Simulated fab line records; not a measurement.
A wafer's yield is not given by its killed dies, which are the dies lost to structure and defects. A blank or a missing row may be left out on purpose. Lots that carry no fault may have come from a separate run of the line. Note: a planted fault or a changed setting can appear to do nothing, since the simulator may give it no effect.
fab line records -- flow gf180mcu -- part 1 of 2: steps 1 to 23 of 34
record: lots: 5, wafers: 15, last_day: 33
route steps=602 shown V4@488 MIM@503
lots untouched by any fault: they come from a run of this same line in which no faults occurred
start_h: start of the lot's first displayed wafer, in hours after the record's first day -- wait_h: hours from the lot's prior step to this one -- " the same as in the row above -- L1.1+2: one row covering several wafers at once -- - no value, or no start given -- * or withheld: withheld -- < > ~ a bound
route shown NAME@n: names a module that has steps shown in the file, with the first one's number in the route -- usual: the fault-free wafers' mean and standard deviation -- same: alike in all rows -- chamber/n: place in a boat -- sites: readings site by site -- _std_site: standard deviation of those values -- _edge_site: outer sites' mean less inner sites' -- radius_mm: for every site, how far away it sits from the centre of the wafer -- mask NAME#n: copy n -- behind: the tool/chamber that last shaped the wafer -- hold: the reason the lot was held/the length of the hold in hours/how it ended -- device: the transistor (n, p or np) that didn't switch -- end of line: the route-end tests of the same wafers -- a step without rows: its recipe alone -- killed: dies lost to structure and defects at the first sort, not the wafer's yield -- map: shows each die of a wafer: x if killed, . if not, _ if none is there
set.NAME: setting as actually run; set.NAME@STEP: the setting as run at that earlier step -- model.NAME: the simulator's own value behind a step, which no gauge read
lots seen at some steps along the route; tables by step, rows by wafer
services: a tool's chamber out of use, with start hour (start_h, from the record's first day; less than 0 if before it), hours out, and reason
== steps ==
step: GF_V4_PEB_12
recipe: peb_temp_c: 135, peb_time_s: 90, resist: KrF
usual: plate_temp_C: 134.98/0.12
lot.wafer,tool,chamber,start_h,wait_h,plate_temp_C
L076.2,litho_track-04,0,-,-,135.05
L076.4,litho_track-04,0,-,-,135.17
L076.5,litho_track-04,0,-,-,135.20
L078.2,litho_track-01,0,-,-,134.86
L078.3,litho_track-01,0,-,-,134.80
L078.4,litho_track-01,0,-,-,134.98
L079.1,litho_track-02,0,-,-,135.00
L079.2,litho_track-02,0,-,-,135.05
L079.3,litho_track-02,0,-,-,134.88
L089.4,litho_track-04,0,-,-,134.98
L089.5,litho_track-04,0,-,-,134.94
L089.6,litho_track-04,0,-,-,135.01
L091.1,litho_track-02,0,-,-,135.22
L091.2,litho_track-02,0,-,-,134.99
L091.6,litho_track-02,0,-,-,135.03
step: GF_V4_DEVELOP_13
recipe: develop_time_s: 60, resist: KrF, dev_temp_c: 21
usual: developer_temp_C: 21.02/0.099
lot.wafer,tool,chamber,start_h,wait_h,developer_temp_C
L076.2,litho_track-04,0,574.60,0.2,21.11
L076.4,litho_track-04,0,574.60,0.2,21.07
L076.5,litho_track-04,0,574.60,0.2,21.03
L078.2,litho_track-01,0,595.36,0.2,21.09
L078.3,litho_track-01,0,595.36,0.2,21.03
L078.4,litho_track-01,0,595.36,0.2,20.98
L079.1,litho_track-02,0,604.74,0.2,20.97
L079.2,litho_track-02,0,604.74,0.2,20.92
L079.3,litho_track-02,0,604.74,0.2,20.90
L089.4,litho_track-04,0,678.15,0.1,21.10
L089.5,litho_track-04,0,678.15,0.1,20.98
L089.6,litho_track-04,0,678.15,0.1,20.94
L091.1,litho_track-02,0,694.68,0.2,20.86
L091.2,litho_track-02,0,694.68,0.2,20.87
L091.6,litho_track-02,0,694.68,0.2,21.00
step: GF_V4_CD_MEAS_14
recipe: target_cd_nm: 260
usual: cd_nm: 259.9/1.4
lot.wafer,tool,chamber,start_h,wait_h,cd_nm
L076.2,cd_sem-01,-,574.74,0.1,261.5
L076.4,cd_sem-01,-,574.74,0.1,260.9
L076.5,cd_sem-01,-,574.74,0.1,260.1
L078.2,cd_sem-02,-,595.51,0.1,260.5
L078.3,cd_sem-02,-,595.51,0.1,260.1
L078.4,cd_sem-02,-,595.51,0.1,260.5
L079.1,cd_sem-02,-,604.89,0.1,262.2
L079.2,cd_sem-02,-,604.89,0.1,261.5
L079.3,cd_sem-02,-,604.89,0.1,260.5
L089.4,cd_sem-02,-,678.28,0.1,259.7
L089.5,cd_sem-02,-,678.28,0.1,260.8
L089.6,cd_sem-02,-,678.28,0.1,261.0
L091.1,cd_sem-02,-,694.83,0.1,262.0
L091.2,cd_sem-02,-,694.83,0.1,261.3
L091.6,cd_sem-02,-,694.83,0.1,261.0
step: GF_V4_OVL_MEAS_15
usual: V4_OVL: 1/6.8
lot.wafer,tool,chamber,start_h,wait_h,V4_OVL[nm]
L076.2,overlay-02,-,574.85,0.1,3
L076.4,overlay-02,-,574.85,0.1,9
L076.5,overlay-02,-,574.85,0.1,1
L078.2,overlay-02,-,595.61,0.1,8
L078.3,overlay-02,-,595.61,0.1,-2
L078.4,overlay-02,-,595.61,0.1,10
L079.1,overlay-01,-,605.01,0.1,7
L079.2,overlay-01,-,605.01,0.1,21
L079.3,overlay-01,-,605.01,0.1,10
L089.4,overlay-02,-,678.36,0.1,-1
L089.5,overlay-02,-,678.36,0.1,-17
L089.6,overlay-02,-,678.36,0.1,0
L091.1,overlay-01,-,694.95,0.1,3
L091.2,overlay-01,-,694.95,0.1,-1
L091.6,overlay-01,-,694.95,0.1,4
step: GF_V4_ETCH_16
recipe: chemistry: N2/H2, target_depth_a: withheld, overetch_a: withheld, time_s: withheld, target: BARC, ion_energy_ev: 200, source_w: 500, bias_w: 100, pressure_mtorr: 30, n2_flow_sccm: 100, h2_flow_sccm: 200
usual: drypump_motor_current_A: 5.7/0.54, oes_product_au: 0.854/0.0044, throttle_valve_pct: 13.227/0.0091
lot.wafer,tool,chamber,start_h,wait_h,drypump_motor_current_A,oes_product_au,throttle_valve_pct
L076.2,rie_diel-01,0,574.88,0.0,5.3,0.848,13.240
L076.4,rie_diel-01,1,574.88,0.0,5.4,0.850,13.233
L076.5,rie_diel-01,2,574.88,0.0,5.4,0.855,13.224
L078.2,rie_diel-04,1,595.64,0.0,6.0,0.857,13.224
L078.3,rie_diel-04,0,595.64,0.0,5.7,0.853,13.238
L078.4,rie_diel-04,2,595.64,0.0,6.6,0.858,13.225
L079.1,rie_diel-03,0,605.04,0.0,5.7,0.851,13.223
L079.2,rie_diel-03,3,605.04,0.0,6.5,0.850,13.228
L079.3,rie_diel-03,2,605.04,0.0,6.4,0.854,13.228
L089.4,rie_diel-03,3,678.38,0.0,6.5,0.847,13.211
L089.5,rie_diel-03,2,678.38,0.0,6.4,0.857,13.228
L089.6,rie_diel-03,1,678.38,0.0,4.9,0.854,13.232
L091.1,rie_diel-03,3,694.99,0.0,6.5,0.850,13.224
L091.2,rie_diel-03,0,694.99,0.0,5.7,0.855,13.219
L091.6,rie_diel-03,0,694.99,0.0,5.7,0.848,13.213
step: GF_V4_ETCH_17
recipe: chemistry: C4F8/O2/Ar, mask_material: KrF, target: SiO2, stop_on: TiN, source_w: 1500, bias_w: 1200, pressure_mtorr: 40, c4f8_flow_sccm: withheld, O2_flow_sccm: 6, Ar_flow_sccm: 300, time_s: withheld, target_depth_a: 6300
usual: oes_product_au: 0.856/0.0055
lot.wafer,tool,chamber,start_h,wait_h,oes_product_au
L076.2,rie_diel-01,0,-,-,0.858
L076.4,rie_diel-01,1,-,-,0.862
L076.5,rie_diel-01,2,-,-,0.854
L078.2,rie_diel-04,1,-,-,0.863
L078.3,rie_diel-04,0,-,-,0.861
L078.4,rie_diel-04,2,-,-,0.860
L079.1,rie_diel-03,0,-,-,0.854
L079.2,rie_diel-03,3,-,-,0.852
L079.3,rie_diel-03,2,-,-,0.859
L089.4,rie_diel-03,3,-,-,0.852
L089.5,rie_diel-03,2,-,-,0.863
L089.6,rie_diel-03,1,-,-,0.852
L091.1,rie_diel-03,3,-,-,0.860
L091.2,rie_diel-03,0,-,-,0.851
L091.6,rie_diel-03,0,-,-,0.862
step: GF_V4_STRIP_18
recipe: chemistry: O2/N2, power_w: 1400, pressure_mtorr: 1500, platen_temp_c: 250, o2_flow_sccm: 3000, n2_flow_sccm: 300, overash_fraction: 0.5
usual: drypump_motor_current_A: 5.3/0.45, heater_power_w: 346/26, oes_product_au: 0.592/0.005
lot.wafer,tool,chamber,start_h,wait_h,drypump_motor_current_A,heater_power_w,oes_product_au,rf_hours_counter_h
L076.2,plasma_asher-03,0,575.01,-,4.9,331,0.591,93
L076.4,plasma_asher-03,1,575.01,-,5.1,398,0.599,-
L076.5,plasma_asher-03,0,575.01,-,4.9,333,0.591,-
L078.2,plasma_asher-02,1,595.77,-,5.2,305,0.585,20
L078.3,plasma_asher-02,0,595.77,-,5.6,324,0.596,-
L078.4,plasma_asher-02,1,595.77,-,5.1,306,0.589,-
L079.1,plasma_asher-01,0,605.17,-,4.9,343,0.586,56
L079.2,plasma_asher-01,1,605.17,-,6.1,354,0.587,56
L079.3,plasma_asher-01,0,605.17,-,4.9,332,0.584,-
L089.4,plasma_asher-03,1,678.54,-,5.1,382,0.594,-
L089.5,plasma_asher-03,1,678.54,-,5.1,388,0.590,-
L089.6,plasma_asher-03,0,678.54,-,5.0,336,0.587,-
L091.1,plasma_asher-02,0,695.12,-,5.6,326,0.593,30
L091.2,plasma_asher-02,1,695.12,-,5.1,316,0.582,30
L091.6,plasma_asher-02,1,695.12,-,5.1,317,0.604,-
step: GF_V4_STRIP_19
recipe: chemistry: post_etch_residue_remover, time_s: 1200, temp_c: 72.5
lot.wafer,tool,chamber,start_h,wait_h
L076.2+4+5,wet_bench-01,2,575.11,0.1
L078.2+3+4,wet_bench-02,3,595.87,0.1
L079.1+2+3,wet_bench-03,2,605.27,0.1
L089.4+5+6,wet_bench-03,3,678.61,0.0
L091.1+2+6,wet_bench-02,2,695.22,0.1
step: GF_V4_CLEAN_20
recipe: chemistry: DIW, dry: n2_spin
lot.wafer,tool,chamber,start_h,wait_h
L076.2+4+5,wet_bench-02,1,575.45,0.0
L078.2+3+4,wet_bench-01,0,596.56,0.0
L079.1+2+3,wet_bench-01,3,605.61,0.0
L089.4+5+6,wet_bench-02,0,678.98,0.0
L091.1+2+6,wet_bench-03,2,695.56,0.0
step: GF_V4_SPUTTER_21
recipe: material: Ti, target_thk_nm: 15, chamber_pressure_pa: 5, power_w: 2500, substrate_temp_c: 200, time_s: 80.02
usual: cathode_dc_power_W: 2500.0/0.42, throttle_valve_pct: 29.5/1
lot.wafer,tool,chamber,start_h,wait_h,cathode_dc_power_W,throttle_valve_pct
L076.2,pvd_sputter-01,-,575.54,0.0,2500.3,31.4
L076.4,pvd_sputter-01,-,575.54,0.0,2500.2,28.8
L076.5,pvd_sputter-01,-,575.54,0.0,2500.7,28.7
L078.2,pvd_sputter-01,-,596.65,0.0,2500.1,29.0
L078.3,pvd_sputter-01,-,596.65,0.0,2499.4,31.5
L078.4,pvd_sputter-01,-,596.65,0.0,2500.1,28.6
L079.1,pvd_sputter-01,-,605.70,0.0,2500.0,28.5
L079.2,pvd_sputter-01,-,605.70,0.0,2500.9,29.1
L079.3,pvd_sputter-01,-,605.70,0.0,2500.5,28.7
L089.4,pvd_sputter-01,-,679.07,0.0,2500.5,28.7
L089.5,pvd_sputter-01,-,679.07,0.0,2499.9,31.3
L089.6,pvd_sputter-01,-,679.07,0.0,2500.6,28.9
L091.1,pvd_sputter-03,-,695.65,0.0,2500.2,31.2
L091.2,pvd_sputter-03,-,695.65,0.0,2500.3,28.3
L091.6,pvd_sputter-03,-,695.65,0.0,2500.3,29.8
step: GF_V4_SPUTTER_22
recipe: material: TiN, target_thk_nm: 10, chamber_pressure_pa: 5, power_w: 4000, time_s: 40
usual: cathode_dc_power_W: 4000.1/0.68, throttle_valve_pct: 29.5/0.97
lot.wafer,tool,chamber,start_h,wait_h,cathode_dc_power_W,throttle_valve_pct
L076.2,pvd_sputter-01,-,575.60,0.0,3999.9,31.1
L076.4,pvd_sputter-01,-,575.60,0.0,3999.5,28.4
L076.5,pvd_sputter-01,-,575.60,0.0,4000.9,28.8
L078.2,pvd_sputter-01,-,596.71,0.0,3999.9,29.1
L078.3,pvd_sputter-01,-,596.71,0.0,4000.0,31.4
L078.4,pvd_sputter-01,-,596.71,0.0,4002.2,29.0
L079.1,pvd_sputter-01,-,605.76,0.0,4000.7,28.7
L079.2,pvd_sputter-01,-,605.76,0.0,3999.7,28.8
L079.3,pvd_sputter-01,-,605.76,0.0,3999.3,28.6
L089.4,pvd_sputter-01,-,679.13,0.0,3999.7,28.7
L089.5,pvd_sputter-01,-,679.13,0.0,3999.7,31.1
L089.6,pvd_sputter-01,-,679.13,0.0,4000.5,28.9
L091.1,pvd_sputter-03,-,695.71,0.0,4000.7,31.3
L091.2,pvd_sputter-03,-,695.71,0.0,4000.3,28.1
L091.6,pvd_sputter-03,-,695.71,0.0,3999.7,29.7
step: GF_V4_CVD_23
recipe: material: W, target_thk_nm: 350, time_s: 104.9, temp_c: 400, pressure_torr: 40
usual: heater_power_w: 840/95
lot.wafer,tool,chamber,start_h,wait_h,heater_power_w
L076.2,cvd_w-02,0,575.64,0.0,770
L076.4,cvd_w-02,1,575.64,0.0,660
L076.5,cvd_w-02,0,575.64,0.0,789
L078.2,cvd_w-01,1,596.75,0.0,939
L078.3,cvd_w-01,1,596.75,0.0,941
L078.4,cvd_w-01,0,596.75,0.0,848
L079.1,cvd_w-01,0,605.80,0.0,851
L079.2,cvd_w-01,1,605.80,0.0,965
L079.3,cvd_w-01,1,605.80,0.0,937
L089.4,cvd_w-01,0,679.21,0.1,830
L089.5,cvd_w-01,0,679.21,0.1,886
L089.6,cvd_w-01,1,679.21,0.1,937
L091.1,cvd_w-02,1,695.75,0.0,663
L091.2,cvd_w-02,0,695.75,0.0,789
L091.6,cvd_w-02,0,695.75,0.0,799
step: GF_V4_RS_MEAS_24
recipe: thk_meas_gauge: four-point-probe, reads: W_of_V4_CVD_23+TiN_of_V4_SPUTTER_22+Ti_of_V4_SPUTTER_21
usual: V4_W_RS: 0.326/0.0039
lot.wafer,tool,chamber,start_h,wait_h,V4_W_RS[ohm/sq]
L076.2,film_metro-04,-,575.77,0.1,0.327
L076.4,film_metro-04,-,575.77,0.1,0.334
L076.5,film_metro-04,-,575.77,0.1,0.325
L078.2,film_metro-02,-,596.88,0.1,0.326
L078.3,film_metro-02,-,596.88,0.1,0.324
L078.4,film_metro-02,-,596.88,0.1,0.323
L079.1,film_metro-02,-,605.92,0.1,0.330
L079.2,film_metro-02,-,605.92,0.1,0.328
L079.3,film_metro-02,-,605.92,0.1,0.325
L089.4,film_metro-04,-,679.34,0.1,0.323
L089.5,film_metro-04,-,679.34,0.1,0.326
L089.6,film_metro-04,-,679.34,0.1,0.322
L091.1,film_metro-02,-,695.86,0.1,0.329
L091.2,film_metro-02,-,695.86,0.1,0.323
L091.6,film_metro-02,-,695.86,0.1,0.322
step: GF_V4_THK_MEAS_25
recipe: thk_meas_gauge: xrf, reads: W_of_V4_CVD_23
usual: V4_W_THK: 352/4.8
lot.wafer,tool,chamber,start_h,wait_h,V4_W_THK[nm]
L076.2,film_metro-04,-,575.88,0.1,348
L076.4,film_metro-04,-,575.88,0.1,341
L076.5,film_metro-04,-,575.88,0.1,349
L078.2,film_metro-02,-,596.99,0.1,349
L078.3,film_metro-02,-,596.99,0.1,351
L078.4,film_metro-02,-,596.99,0.1,352
L079.1,film_metro-02,-,606.04,0.1,351
L079.2,film_metro-02,-,606.04,0.1,352
L079.3,film_metro-02,-,606.04,0.1,355
L089.4,film_metro-04,-,679.43,0.1,358
L089.5,film_metro-04,-,679.43,0.1,356
L089.6,film_metro-04,-,679.43,0.1,359
L091.1,film_metro-02,-,695.98,0.1,347
L091.2,film_metro-02,-,695.98,0.1,356
L091.6,film_metro-02,-,695.98,0.1,355
step: GF_V4_CMP_26
recipe: stop_on: SiO2, down_force_psi: 3.5, platen_rpm: 60, t_overpolish_s: 15, target_thk_nm: 0, pad_velocity_m_s: 0.94248
usual: head_pressure_psi: 3.500/0.007, motor_current_A: 11.3/0.92, overpolish_run_s: 15.000/0.0083, retaining_ring_pressure_frac: 1.000/0.0054, time_to_endpoint_s: 89/4
same: t_overpolish_s: 15
lot.wafer,tool,chamber,start_h,wait_h,head_pressure_psi,motor_current_A,overpolish_run_s,retaining_ring_pressure_frac,time_to_endpoint_s
L076.2,cmp-01,1,576.03,0.1,3.491,10.7,15.003,0.995,91
L076.4,cmp-01,3,576.03,0.1,3.500,11.7,15.004,1.006,92
L076.5,cmp-01,1,576.03,0.1,3.501,10.9,14.999,0.995,89
L078.2,cmp-01,0,597.09,0.1,3.494,11.2,15.000,1.000,92
L078.4,cmp-01,1,597.09,0.1,3.495,10.6,14.991,0.999,87
L078.3,cmp-01,2,597.09,0.1,3.496,12.3,15.004,1.001,92
L079.3,cmp-01,3,606.19,0.1,3.484,11.9,15.004,1.000,85
L079.1,cmp-01,0,606.19,0.1,3.503,10.5,15.008,0.992,87
L079.2,cmp-01,2,606.19,0.1,3.494,11.1,14.990,0.996,88
L089.4,cmp-02,2,679.46,0.0,3.498,10.5,15.006,0.999,93
L089.5,cmp-02,2,679.46,0.0,3.491,10.6,14.997,0.997,90
L089.6,cmp-02,3,679.46,0.0,3.501,11.3,14.997,1.003,87
L091.1,cmp-01,1,696.04,0.1,3.491,10.9,15.006,1.003,88
L091.2,cmp-01,0,696.04,0.1,3.508,11.2,14.989,1.007,92
L091.6,cmp-01,1,696.04,0.1,3.500,10.3,14.991,1.002,91
step: GF_MIM_SPUTTER_00
recipe: material: Ti, target_thk_nm: 37.5, arriving_ion_energy_ev: 80, substrate_temp_c: 200, chamber_pressure_pa: 2, power_w: 4000, time_s: 150
usual: cathode_dc_power_W: 4000.0/0.84, throttle_valve_pct: 29.9/0.92
lot.wafer,tool,chamber,start_h,wait_h,cathode_dc_power_W,throttle_valve_pct
L076.2,pvd_sputter-04,-,576.33,0.2,3998.7,28.8
L076.4,pvd_sputter-04,-,576.33,0.2,3999.9,30.2
L076.5,pvd_sputter-04,-,576.33,0.2,3999.4,30.4
L078.2,pvd_sputter-02,-,597.34,0.2,3999.0,30.8
L078.3,pvd_sputter-02,-,597.34,0.2,4000.6,29.8
L078.4,pvd_sputter-02,-,597.34,0.2,4000.0,29.3
L079.1,pvd_sputter-02,-,606.49,0.2,4000.6,30.9
L079.2,pvd_sputter-02,-,606.49,0.2,3998.6,29.5
L079.3,pvd_sputter-02,-,606.49,0.2,3999.0,31.3
L089.4,pvd_sputter-02,-,679.76,0.2,4000.1,30.3
L089.5,pvd_sputter-02,-,679.76,0.2,3999.3,30.8
L089.6,pvd_sputter-02,-,679.76,0.2,3999.8,29.6
L091.1,pvd_sputter-02,-,696.34,0.2,4001.5,29.8
L091.2,pvd_sputter-02,-,696.34,0.2,4000.7,29.6
L091.6,pvd_sputter-02,-,696.34,0.2,3998.9,29.6
step: GF_MIM_SPUTTER_01
recipe: material: TiN, target_thk_nm: 30, power_w: 6500, time_s: 25, chamber_pressure_pa: 0.4
usual: cathode_dc_power_W: 6499.9/1.2, throttle_valve_pct: 29.9/0.9
lot.wafer,tool,chamber,start_h,wait_h,cathode_dc_power_W,throttle_valve_pct
L076.2,pvd_sputter-04,-,576.43,0.1,6500.7,28.3
L076.4,pvd_sputter-04,-,576.43,0.1,6500.3,30.2
L076.5,pvd_sputter-04,-,576.43,0.1,6501.2,30.4
L078.2,pvd_sputter-02,-,597.44,0.1,6501.0,30.6
L078.3,pvd_sputter-02,-,597.44,0.1,6502.8,29.7
L078.4,pvd_sputter-02,-,597.44,0.1,6498.6,29.4
L079.1,pvd_sputter-02,-,606.59,0.1,6498.8,30.9
L079.2,pvd_sputter-02,-,606.59,0.1,6499.9,29.9
L079.3,pvd_sputter-02,-,606.59,0.1,6500.4,31.2
L089.4,pvd_sputter-02,-,679.86,0.1,6499.9,30.9
L089.5,pvd_sputter-02,-,679.86,0.1,6499.9,30.6
L089.6,pvd_sputter-02,-,679.86,0.1,6497.9,29.8
L091.1,pvd_sputter-02,-,696.44,0.1,6501.7,29.4
L091.2,pvd_sputter-02,-,696.44,0.1,6499.5,29.8
L091.6,pvd_sputter-02,-,696.44,0.1,6499.9,29.4
step: GF_MIM_SPUTTER_02
recipe: material: AlCu, target_thk_nm: 450, power_w: 10600, time_s: 23.9, chamber_pressure_pa: 0.4
usual: cathode_dc_power_W: 10600/2.1, throttle_valve_pct: 29.9/0.89
lot.wafer,tool,chamber,start_h,wait_h,cathode_dc_power_W,throttle_valve_pct
L076.2,pvd_sputter-04,-,576.47,0.0,10601,28.9
L076.4,pvd_sputter-04,-,576.47,0.0,10601,30.3
L076.5,pvd_sputter-04,-,576.47,0.0,10602,30.0
L078.2,pvd_sputter-02,-,597.47,0.0,10599,30.7
L078.3,pvd_sputter-02,-,597.47,0.0,10599,29.8
L078.4,pvd_sputter-02,-,597.47,0.0,10599,29.4
L079.1,pvd_sputter-02,-,606.62,0.0,10599,30.6
L079.2,pvd_sputter-02,-,606.62,0.0,10597,29.8
L079.3,pvd_sputter-02,-,606.62,0.0,10601,31.2
L089.4,pvd_sputter-02,-,679.89,0.0,10597,30.7
L089.5,pvd_sputter-02,-,679.89,0.0,10598,30.9
L089.6,pvd_sputter-02,-,679.89,0.0,10598,29.6
L091.1,pvd_sputter-02,-,696.48,0.0,10600,29.4
L091.2,pvd_sputter-02,-,696.48,0.0,10598,29.8
L091.6,pvd_sputter-02,-,696.48,0.0,10600,29.4
step: GF_MIM_SPUTTER_03
recipe: material: Ti, target_thk_nm: 10, substrate_temp_c: 300, chamber_pressure_pa: 0.3, power_w: 3000, time_s: 6.7
usual: cathode_dc_power_W: 3000.0/0.51, throttle_valve_pct: 30.0/0.87
lot.wafer,tool,chamber,start_h,wait_h,cathode_dc_power_W,throttle_valve_pct
L076.2,pvd_sputter-04,-,576.50,0.0,3000.1,28.7
L076.4,pvd_sputter-04,-,576.50,0.0,2999.9,30.0
L076.5,pvd_sputter-04,-,576.50,0.0,3000.6,30.2
L078.2,pvd_sputter-02,-,597.50,0.0,2999.2,30.7
L078.3,pvd_sputter-02,-,597.50,0.0,3000.0,29.6
L078.4,pvd_sputter-02,-,597.50,0.0,3000.5,29.4
L079.1,pvd_sputter-02,-,606.65,0.0,2998.8,30.5
L079.2,pvd_sputter-02,-,606.65,0.0,3000.1,29.7
L079.3,pvd_sputter-02,-,606.65,0.0,3000.6,31.2
L089.4,pvd_sputter-02,-,679.92,0.0,2999.3,30.6
L089.5,pvd_sputter-02,-,679.92,0.0,3000.5,30.6
L089.6,pvd_sputter-02,-,679.92,0.0,3000.4,29.4
L091.1,pvd_sputter-02,-,696.51,0.0,3000.0,29.4
L091.2,pvd_sputter-02,-,696.51,0.0,3001.1,29.7
L091.6,pvd_sputter-02,-,696.51,0.0,3000.4,29.4
step: GF_MIM_SPUTTER_04
recipe: material: TiN, target_thk_nm: 50, power_w: 6500, time_s: 41.7, chamber_pressure_pa: 0.4
usual: cathode_dc_power_W: 6500.0/1.3, throttle_valve_pct: 30.0/0.89
lot.wafer,tool,chamber,start_h,wait_h,cathode_dc_power_W,throttle_valve_pct
L076.2,pvd_sputter-04,-,576.52,0.0,6500.0,28.6
L076.4,pvd_sputter-04,-,576.52,0.0,6499.6,30.3
L076.5,pvd_sputter-04,-,576.52,0.0,6500.1,30.1
L078.2,pvd_sputter-02,-,597.52,0.0,6500.0,30.6
L078.3,pvd_sputter-02,-,597.52,0.0,6501.0,29.9
L078.4,pvd_sputter-02,-,597.52,0.0,6500.0,29.5
L079.1,pvd_sputter-02,-,606.67,0.0,6500.2,30.7
L079.2,pvd_sputter-02,-,606.67,0.0,6498.8,29.7
L079.3,pvd_sputter-02,-,606.67,0.0,6498.3,31.2
L089.4,pvd_sputter-02,-,679.94,0.0,6500.5,30.7
L089.5,pvd_sputter-02,-,679.94,0.0,6500.7,30.4
L089.6,pvd_sputter-02,-,679.94,0.0,6499.3,30.0
L091.1,pvd_sputter-02,-,696.53,0.0,6498.7,29.5
L091.2,pvd_sputter-02,-,696.53,0.0,6499.7,29.9
L091.6,pvd_sputter-02,-,696.53,0.0,6500.0,29.5
step: GF_MIM_CVD_05
recipe: material: Si3N4, target_thk_nm: 42, temp_max_c: 400, temp_c: 385, time_s: 29.086, rf_w: 450
usual: heater_power_w: 645/100
lot.wafer,tool,chamber,start_h,wait_h,heater_power_w
L076.2,pecvd-01,0,576.56,0.0,838
L076.4,pecvd-01,1,576.56,0.0,628
L076.5,pecvd-01,2,576.56,0.0,772
L078.2,pecvd-04,1,597.56,0.0,471
L078.3,pecvd-04,2,597.56,0.0,514
L078.4,pecvd-04,1,597.56,0.0,478
L079.1,pecvd-01,0,606.71,0.0,874
L079.2,pecvd-01,1,606.71,0.0,703
L079.3,pecvd-01,2,606.71,0.0,781
L089.4,pecvd-04,2,680.00,0.0,594
L089.5,pecvd-04,1,680.00,0.0,497
L089.6,pecvd-04,0,680.00,0.0,676
L091.1,pecvd-03,0,696.57,0.0,575
L091.2,pecvd-03,2,696.57,0.0,686
L091.6,pecvd-03,2,696.57,0.0,679
step: GF_MIM_THK_MEAS_06
recipe: reads: Si3N4_of_MIM_CVD_05
usual: MIM_CVD_05_THK: 42.0/0.57
lot.wafer,tool,chamber,start_h,wait_h,MIM_CVD_05_THK[nm]
L076.2,film_metro-04,-,576.60,0.0,42.2
L076.4,film_metro-04,-,576.60,0.0,41.6
L076.5,film_metro-04,-,576.60,0.0,42.0
L078.2,film_metro-03,-,597.60,0.0,42.0
L078.3,film_metro-03,-,597.60,0.0,41.8
L078.4,film_metro-03,-,597.60,0.0,42.5
L079.1,film_metro-01,-,606.74,0.0,42.5
L079.2,film_metro-01,-,606.74,0.0,41.9
L079.3,film_metro-01,-,606.74,0.0,41.8
L089.4,film_metro-03,-,680.05,0.0,42.6
L089.5,film_metro-03,-,680.05,0.0,42.7
L089.6,film_metro-03,-,680.05,0.0,42.9
L091.1,film_metro-01,-,696.60,0.0,42.4
L091.2,film_metro-01,-,696.60,0.0,42.0
L091.6,film_metro-01,-,696.60,0.0,42.6
step: GF_MIM_SPUTTER_07
recipe: material: TiN, target_thk_nm: 60, power_w: 6500, time_s: 50, chamber_pressure_pa: 0.4
usual: cathode_dc_power_W: 6499.9/1.2, throttle_valve_pct: 29.8/0.96
lot.wafer,tool,chamber,start_h,wait_h,cathode_dc_power_W,throttle_valve_pct
L076.2,pvd_sputter-02,-,576.65,0.0,6500.6,29.7
L076.4,pvd_sputter-02,-,576.65,0.0,6499.7,30.7
L076.5,pvd_sputter-02,-,576.65,0.0,6500.6,29.8
L078.2,pvd_sputter-04,-,597.65,0.0,6498.7,30.4
L078.3,pvd_sputter-04,-,597.65,0.0,6499.7,28.7
L078.4,pvd_sputter-04,-,597.65,0.0,6498.8,28.7
L079.1,pvd_sputter-03,-,606.80,0.1,6499.9,30.0
L079.2,pvd_sputter-03,-,606.80,0.1,6499.7,29.9
L079.3,pvd_sputter-03,-,606.80,0.1,6499.6,31.3
L089.4,pvd_sputter-03,-,680.08,0.0,6498.9,31.4
L089.5,pvd_sputter-03,-,680.08,0.0,6498.8,28.2
L089.6,pvd_sputter-03,-,680.08,0.0,6500.0,29.6
L091.1,pvd_sputter-04,-,696.66,0.1,6499.4,28.6
L091.2,pvd_sputter-04,-,696.66,0.1,6499.5,30.6
L091.6,pvd_sputter-04,-,696.66,0.1,6500.0,28.6
